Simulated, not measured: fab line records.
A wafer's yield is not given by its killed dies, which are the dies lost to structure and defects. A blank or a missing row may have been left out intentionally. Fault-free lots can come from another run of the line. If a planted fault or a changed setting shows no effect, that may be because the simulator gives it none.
fab line records -- flow sky130
record lots=14, wafers=42, last-day=50
route steps=708 shown CAPM@551 METAL3@563 VIA3@587
lots with no fault: from the same line, run without faults
start-h: hours from the record's first day to the start of the lot's first wafer shown -- wait-h: how many hours have passed since the lot's step before this one -- " identical to the entry in the row above -- L1.1+2: a single row standing in for several wafers -- - no value, or no start given -- * or withheld: withheld -- < > ~ a bound
route shown NAME@n: NAME is a module with steps in the file, n the number in the route of the first one -- usual: mean/standard deviation of fault-free wafers -- same: alike in all rows -- chamber/n: place in a boat -- sites: the reading at each site -- _std_site: standard deviation of those values -- _edge_site: mean of outer sites minus mean of inner sites -- radius-mm: how far each site lies from the wafer's centre -- mask NAME#n: copy n -- behind: the last tool/chamber to shape the wafer -- hold: the reason the lot was held/the length of the hold in hours/how it ended -- device: transistor that didn't switch, given as n, p or np -- end of line: tests run on the same wafers once the route is complete -- where a step has no rows: the recipe by itself -- killed: dies lost to structure and defects at the first sort, not the wafer's yield -- map: shows each die of a wafer: x if killed, . if not, _ if none is there
set.NAME: the setting as run; set.NAME@STEP: as run at that earlier step -- model.NAME: the simulator's own value behind a step, which no gauge read
a sample of lots followed through the steps of the route, with each step as a table and each wafer as a row
services: the hour from which a tool's chamber was out of use, counted from the record's first day as start-h (under 0 if before that day), plus the number of hours and why
## steps
# step SKY_CAPM_STRIP_14
# recipe chemistry=O2/N2, power-w=1400, pressure-mtorr=1500, platen-temp-c=withheld, o2-flow-sccm=3000, n2-flow-sccm=300, overash-fraction=0.5
# usual drypump-motor-current-A=5.9/0.56, n2-flow-sccm=300.1/1, oes-product-au=0.710/0.0043, strip-time-to-endpoint-s=12.66/0.052
lot.wafer,tool,chamber,start-h,wait-h,drypump-motor-current-A,n2-flow-sccm,oes-product-au,rf-hours-counter-h,strip-time-to-endpoint-s
L997.1,plasma-asher-02,1,878.53,0.1,6.4,299.1,0.718,104,12.67
L997.3,plasma-asher-02,1,878.53,0.1,6.5,299.1,0.708,-,12.67
L997.5,plasma-asher-02,0,878.53,0.1,5.8,300.4,0.712,-,12.71
L999.1,plasma-asher-02,1,898.58,0.1,6.5,299.8,0.709,106,12.69
L999.3,plasma-asher-02,1,898.58,0.1,6.5,300.4,0.709,-,12.67
L999.5,plasma-asher-02,0,898.58,0.1,5.8,302.7,0.713,-,12.63
L998.3,plasma-asher-03,0,901.13,0.1,6.2,301.2,0.710,-,12.72
L998.4,plasma-asher-03,1,901.13,0.1,5.3,301.1,0.713,-,12.70
L998.5,plasma-asher-03,0,901.13,0.1,6.2,301.5,0.709,-,12.72
L101.2,plasma-asher-02,1,907.88,0.1,6.5,301.8,0.716,107,12.62
L101.3,plasma-asher-02,0,907.88,0.1,5.8,298.2,0.716,-,12.64
L101.4,plasma-asher-02,1,907.88,0.1,6.5,301.3,0.706,-,12.62
L100.2,plasma-asher-02,0,910.75,0.1,5.8,298.2,0.713,107,12.74
L100.3,plasma-asher-02,0,910.75,0.1,5.8,300.7,0.714,-,12.74
L100.5,plasma-asher-02,1,910.75,0.1,6.5,300.7,0.709,-,12.79
L105.2,plasma-asher-03,0,938.41,0.1,6.2,300.2,0.699,79,12.63
L105.4,plasma-asher-03,0,938.41,0.1,6.2,300.0,0.708,-,12.61
L105.5,plasma-asher-03,1,938.41,0.1,5.3,300.1,0.712,-,12.60
L109.1,plasma-asher-03,0,965.48,0.1,6.2,299.0,0.713,82,12.75
L109.4,plasma-asher-03,1,965.48,0.1,5.3,299.0,0.716,-,12.72
L109.5,plasma-asher-03,0,965.48,0.1,6.2,298.8,0.705,-,12.72
L110.2,plasma-asher-03,0,973.33,0.1,6.2,300.7,0.706,83,12.70
L110.4,plasma-asher-03,1,973.33,0.1,5.2,300.1,0.707,-,12.72
L110.6,plasma-asher-03,0,973.33,0.1,6.2,299.2,0.708,-,12.74
L111.3,plasma-asher-02,0,974.27,0.1,5.8,301.6,0.704,-,12.68
L111.4,plasma-asher-02,1,974.27,0.1,6.5,300.2,0.716,-,12.67
L111.6,plasma-asher-02,1,974.27,0.1,6.5,299.7,0.711,-,12.66
L112.2,plasma-asher-03,0,983.01,0.1,6.2,301.0,0.712,84,12.59
L112.3,plasma-asher-03,1,983.01,0.1,5.3,299.6,0.717,-,12.61
L112.5,plasma-asher-03,1,983.01,0.1,5.3,300.3,0.706,-,12.57
L113.3,plasma-asher-04,1,986.03,0.1,6.7,299.5,0.705,-,12.60
L113.4,plasma-asher-04,0,986.03,0.1,5.1,301.2,0.715,-,12.58
L113.5,plasma-asher-04,1,986.03,0.1,6.7,300.1,0.708,-,12.62
L116.1,plasma-asher-02,1,1013.58,0.1,6.4,298.5,0.708,117,12.71
L116.3,plasma-asher-02,0,1013.58,0.1,5.8,299.3,0.714,-,12.69
L116.4,plasma-asher-02,1,1013.58,0.1,6.5,299.7,0.709,-,12.67
L117.1,plasma-asher-04,1,1013.60,0.1,6.7,299.8,0.710,58,12.62
L117.2,plasma-asher-04,0,1013.60,0.1,5.1,298.9,0.708,58,12.59
L117.4,plasma-asher-04,1,1013.60,0.1,6.7,299.1,0.703,-,12.59
L118.1,plasma-asher-02,0,1022.50,0.1,5.8,299.7,0.709,118,12.56
L118.5,plasma-asher-02,0,1022.50,0.1,5.8,299.4,0.715,-,12.59
L118.6,plasma-asher-02,1,1022.50,0.1,6.4,298.3,0.710,-,12.57
# step SKY_METAL3_CD_MEAS_13
# recipe target-cd-nm=300
# usual cd-nm=300.3/1.6
lot.wafer,tool,chamber,start-h,wait-h,cd-nm
L997.1,cd-sem-01,-,904.66,-,299.9
L997.3,cd-sem-01,-,904.66,-,300.3
L997.5,cd-sem-01,-,904.66,-,300.0
L999.1,cd-sem-01,-,923.78,-,299.7
L999.3,cd-sem-01,-,923.78,-,299.1
L999.5,cd-sem-01,-,923.78,-,298.4
L998.3,cd-sem-02,-,926.37,-,299.7
L998.4,cd-sem-02,-,926.37,-,301.6
L998.5,cd-sem-02,-,926.37,-,300.7
L101.2,cd-sem-01,-,932.32,-,300.1
L101.3,cd-sem-01,-,932.32,-,300.9
L101.4,cd-sem-01,-,932.32,-,299.7
L100.2,cd-sem-02,-,936.43,-,299.2
L100.3,cd-sem-02,-,936.43,-,298.9
L100.5,cd-sem-02,-,936.43,-,299.1
L105.2,cd-sem-02,-,963.56,-,298.4
L105.4,cd-sem-02,-,963.56,-,299.7
L105.5,cd-sem-02,-,963.56,-,299.5
L109.1,cd-sem-02,-,989.79,-,300.7
L109.4,cd-sem-02,-,989.79,-,300.6
L109.5,cd-sem-02,-,989.79,-,300.1
L110.2,cd-sem-01,-,997.61,-,299.7
L110.4,cd-sem-01,-,997.61,-,299.2
L110.6,cd-sem-01,-,997.61,-,301.1
L111.3,cd-sem-02,-,998.74,-,298.0
L111.4,cd-sem-02,-,998.74,-,298.9
L111.6,cd-sem-02,-,998.74,-,297.9
L112.2,cd-sem-01,-,1007.11,-,300.8
L112.3,cd-sem-01,-,1007.11,-,300.5
L112.5,cd-sem-01,-,1007.11,-,299.2
L113.3,cd-sem-02,-,1009.95,-,299.6
L113.4,cd-sem-02,-,1009.95,-,299.6
L113.5,cd-sem-02,-,1009.95,-,299.5
L116.1,cd-sem-02,-,1035.45,-,299.5
L116.3,cd-sem-02,-,1035.45,-,300.6
L116.4,cd-sem-02,-,1035.45,-,299.8
L117.1,cd-sem-02,-,1036.40,-,301.3
L117.2,cd-sem-02,-,1036.40,-,301.5
L117.4,cd-sem-02,-,1036.40,-,301.5
L118.1,cd-sem-02,-,1045.24,-,295.8
L118.5,cd-sem-02,-,1045.24,-,296.3
L118.6,cd-sem-02,-,1045.24,-,296.6
# step SKY_VIA3_ETCH_14
# recipe chemistry=N2/H2, target=BARC, ion-energy-ev=200, source-w=500, bias-w=100, pressure-mtorr=30, n2-flow-sccm=100, h2-flow-sccm=200, stop-on=SiO2, time-s=45.9, target-depth-a=600
# usual bias-w=99.97/0.29, drypump-motor-current-A=5.7/0.36, n2-flow-sccm=99.93/0.26, oes-product-au=0.856/0.005, throttle-valve-pct=13.224/0.0096
lot.wafer,tool,chamber,start-h,wait-h,bias-w,drypump-motor-current-A,n2-flow-sccm,oes-product-au,rf-hours-counter-h,throttle-valve-pct
L997.1,rie-diel-04,3,930.66,0.0,100.50,5.5,99.82,0.847,18,13.211
L997.3,rie-diel-04,0,930.66,0.0,99.94,5.9,100.21,0.854,10,13.214
L997.5,rie-diel-04,2,930.66,0.0,100.29,5.3,100.04,0.847,-,13.220
L999.1,rie-diel-01,2,950.43,0.0,99.50,5.3,99.75,0.858,20,13.228
L999.3,rie-diel-01,3,950.43,0.0,100.25,6.0,99.97,0.855,5,13.218
L999.5,rie-diel-01,0,950.43,0.0,99.89,6.4,99.82,0.853,-,13.211
L998.3,rie-diel-01,0,953.07,0.0,100.49,6.4,99.95,0.845,2,13.244
L998.4,rie-diel-01,1,953.07,0.0,99.69,5.9,99.60,0.859,15,13.226
L998.5,rie-diel-01,2,953.07,0.0,99.83,5.3,99.82,0.853,-,13.235
L101.2,rie-diel-01,2,958.39,0.0,99.96,5.3,99.52,0.859,20,13.231
L101.3,rie-diel-01,1,958.39,0.0,100.24,5.9,99.97,0.860,16,13.235
L101.4,rie-diel-01,0,958.39,0.0,99.63,6.4,100.39,0.861,2,13.214
L100.2,rie-diel-01,3,962.92,0.0,99.91,6.0,99.97,0.852,6,13.223
L100.3,rie-diel-01,0,962.92,0.0,99.51,6.4,100.07,0.850,2,13.211
L100.5,rie-diel-01,2,962.92,0.0,100.19,5.3,100.22,0.854,-,13.228
L105.2,rie-diel-04,3,989.29,0.0,99.82,5.5,100.07,0.856,20,13.236
L105.4,rie-diel-04,2,989.29,0.0,99.49,5.3,100.27,0.860,12,13.213
L105.5,rie-diel-04,0,989.29,0.0,99.71,6.0,99.65,0.867,-,13.225
L109.1,rie-diel-04,1,1014.64,0.0,99.93,5.4,100.25,0.860,8,13.249
L109.4,rie-diel-04,2,1014.64,0.0,99.85,5.2,99.61,0.865,13,13.233
L109.5,rie-diel-04,1,1014.64,0.0,99.54,5.4,99.79,0.860,-,13.232
L110.2,rie-diel-04,3,1022.48,0.0,100.25,5.5,100.16,0.864,20,13.236
L110.4,rie-diel-04,0,1022.48,0.0,100.16,5.9,100.27,0.851,13,13.230
L110.6,rie-diel-04,1,1022.48,0.0,99.70,5.4,100.08,0.851,-,13.245
L111.3,rie-diel-03,2,1023.78,0.0,99.91,5.8,99.65,0.854,10,13.213
L111.4,rie-diel-03,3,1023.78,0.0,99.82,5.9,99.54,0.857,26,13.221
L111.6,rie-diel-03,3,1023.78,0.0,99.30,5.8,99.96,0.858,-,13.213
L112.2,rie-diel-04,0,1031.59,0.0,100.27,5.9,100.05,0.854,13,13.237
L112.3,rie-diel-04,3,1031.59,0.0,100.69,5.5,100.22,0.858,21,13.219
L112.5,rie-diel-04,2,1031.59,0.0,100.18,5.2,100.27,0.857,-,13.221
L113.3,rie-diel-01,2,1034.53,0.0,99.70,5.3,99.95,0.844,22,13.214
L113.4,rie-diel-01,0,1034.53,0.0,99.82,6.4,99.90,0.862,5,13.223
L113.5,rie-diel-01,2,1034.53,0.0,99.42,5.3,100.04,0.854,-,13.220
L116.1,rie-diel-04,3,1059.82,0.0,99.68,5.5,99.70,0.862,22,13.226
L116.3,rie-diel-04,2,1059.82,0.0,99.88,5.2,99.32,0.856,14,13.219
L116.4,rie-diel-04,1,1059.82,0.0,99.42,5.4,99.83,0.861,9,13.231
L117.1,rie-diel-03,0,1060.17,0.0,99.89,5.2,100.00,0.847,29,13.225
L117.2,rie-diel-03,1,1060.17,0.0,99.84,6.1,100.03,0.853,22,13.238
L117.4,rie-diel-03,3,1060.17,0.0,99.95,5.9,100.02,0.858,27,13.223
L118.1,rie-diel-01,1,1068.44,0.0,99.97,5.9,99.80,0.862,18,13.216
L118.5,rie-diel-01,0,1068.44,0.0,99.94,6.4,100.25,0.852,-,13.228
L118.6,rie-diel-01,1,1068.44,0.0,100.07,5.9,100.12,0.854,-,13.233
# step SKY_VIA3_SPUTTER_20
# recipe material=TiN, target-thk-nm=20, chamber-pressure-pa=5, power-w=4000, time-s=80
# usual cathode-dc-power-W=3999.9/0.67, chamber-pressure-pa=5.000/0.0098, throttle-valve-pct=30.4/1
lot.wafer,tool,chamber,start-h,wait-h,cathode-dc-power-W,chamber-pressure-pa,throttle-valve-pct
L997.1,pvd-sputter-02,-,931.36,0.0,4000.0,5.016,30.8
L997.3,pvd-sputter-02,-,931.36,0.0,4000.6,5.002,31.8
L997.5,pvd-sputter-02,-,931.36,0.0,4000.1,4.994,30.7
L999.1,pvd-sputter-01,-,951.12,0.0,3999.9,5.003,31.3
L999.3,pvd-sputter-01,-,951.12,0.0,3999.4,5.012,32.1
L999.5,pvd-sputter-01,-,951.12,0.0,4000.2,5.032,28.4
L998.3,pvd-sputter-02,-,953.76,0.0,3999.3,4.992,30.6
L998.4,pvd-sputter-02,-,953.76,0.0,3999.2,4.998,29.3
L998.5,pvd-sputter-02,-,953.76,0.0,4000.7,4.988,32.2
L101.2,pvd-sputter-01,-,959.19,0.0,-,-,-
L101.3,pvd-sputter-01,-,959.19,0.0,-,-,-
L101.4,pvd-sputter-01,-,959.19,0.0,-,-,-
L100.2,pvd-sputter-02,-,963.72,0.0,-,-,-
L100.3,pvd-sputter-02,-,963.72,0.0,-,-,-
L100.5,pvd-sputter-02,-,963.72,0.0,-,-,-
L105.2,pvd-sputter-02,-,989.98,0.0,4000.3,5.009,32.0
L105.4,pvd-sputter-02,-,989.98,0.0,4000.3,5.008,30.7
L105.5,pvd-sputter-02,-,989.98,0.0,3999.1,5.009,32.1
L109.1,pvd-sputter-02,-,1015.34,0.0,3999.1,5.008,32.1
L109.4,pvd-sputter-02,-,1015.34,0.0,4000.7,5.004,29.5
L109.5,pvd-sputter-02,-,1015.34,0.0,3999.3,4.991,29.5
L110.2,pvd-sputter-02,-,1023.26,0.0,4001.1,4.994,29.5
L110.4,pvd-sputter-02,-,1023.26,0.0,3999.3,4.995,29.3
L110.6,pvd-sputter-02,-,1023.26,0.0,4001.4,5.001,29.7
L111.3,pvd-sputter-02,-,1024.47,0.0,4000.4,5.002,29.2
L111.4,pvd-sputter-02,-,1024.47,0.0,3999.8,5.013,32.1
L111.6,pvd-sputter-02,-,1024.47,0.0,4000.0,4.993,30.7
L112.2,pvd-sputter-02,-,1032.64,0.0,3999.8,4.991,32.0
L112.3,pvd-sputter-02,-,1032.64,0.0,3999.8,5.004,29.6
L112.5,pvd-sputter-02,-,1032.64,0.0,3999.5,4.995,30.6
L113.3,pvd-sputter-01,-,1035.57,0.0,4000.8,4.989,31.5
L113.4,pvd-sputter-01,-,1035.57,0.0,3999.6,4.990,32.0
L113.5,pvd-sputter-01,-,1035.57,0.0,3999.7,5.006,31.3
L116.1,pvd-sputter-02,-,1060.51,0.0,4000.4,5.016,30.7
L116.3,pvd-sputter-02,-,1060.51,0.0,3999.1,5.001,32.1
L116.4,pvd-sputter-02,-,1060.51,0.0,4000.1,4.996,29.1
L117.1,pvd-sputter-02,-,1060.86,0.0,3999.8,5.007,30.7
L117.2,pvd-sputter-02,-,1060.86,0.0,4000.5,5.009,29.2
L117.4,pvd-sputter-02,-,1060.86,0.0,4000.4,5.005,29.3
L118.1,pvd-sputter-03,-,1069.14,0.0,4000.3,4.998,29.8
L118.5,pvd-sputter-03,-,1069.14,0.0,3999.9,5.016,29.7
L118.6,pvd-sputter-03,-,1069.14,0.0,3999.0,4.993,30.0
## services
tool,chamber,start-h,hours,kind
pvd-sputter-01,-,856.86,5.8,repair
rie-diel-01,0,860.49,-,clean
rie-diel-01,0,860.49,16.2,scheduled-down
rie-diel-01,0,860.49,16.2,vent-cycle
rie-diel-03,3,894.44,9.1,repair
plasma-asher-04,-,910.51,2.9,repair
pvd-sputter-03,-,920.58,4.2,repair
plasma-asher-03,-,929.29,0.7,repair
pvd-sputter-02,-,939.99,5.9,repair
plasma-asher-04,-,945.42,1.1,repair
plasma-asher-02,-,951.60,0.8,repair
rie-diel-03,-,1033.62,1.2,repair
plasma-asher-02,-,1042.88,81.5,repair
pvd-sputter-01,-,1048.43,25.2,repair
pvd-sputter-01,-,1054.38,3.5,repair
## key
first-sign step=SKY_VIA3_SPUTTER_20, reading=tool-record, direction=missing
effect none on later readings
met-at SKY_VIA3_SPUTTER_20
struck-lots L100,L101
later-rows-left-out L100.2,L100.3,L100.5,L101.2,L101.3,L101.4
sort-left-out L100.2,L100.3,L100.5,L101.2,L101.3,L101.4
not-acting-at SKY_CAPM_STRIP_14,SKY_METAL3_CD_MEAS_13,SKY_VIA3_ETCH_14
onset-between 953.76 959.19
fault kind=skipped-step-whole, tool=pvd-sputter-01,pvd-sputter-02, chamber=-, onset-h=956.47, steps=SKY_VIA3_SPUTTER_20, scope=struck-lots-only
# sort-left-out: the simulated sort isn't trusted on such a fault, so these wafers' sort isn't shown, and their yield isn't known
# later-rows-left-out: the simulator's readings of these wafers behind a module that went badly wrong aren't trusted and aren't shown, but for the sort
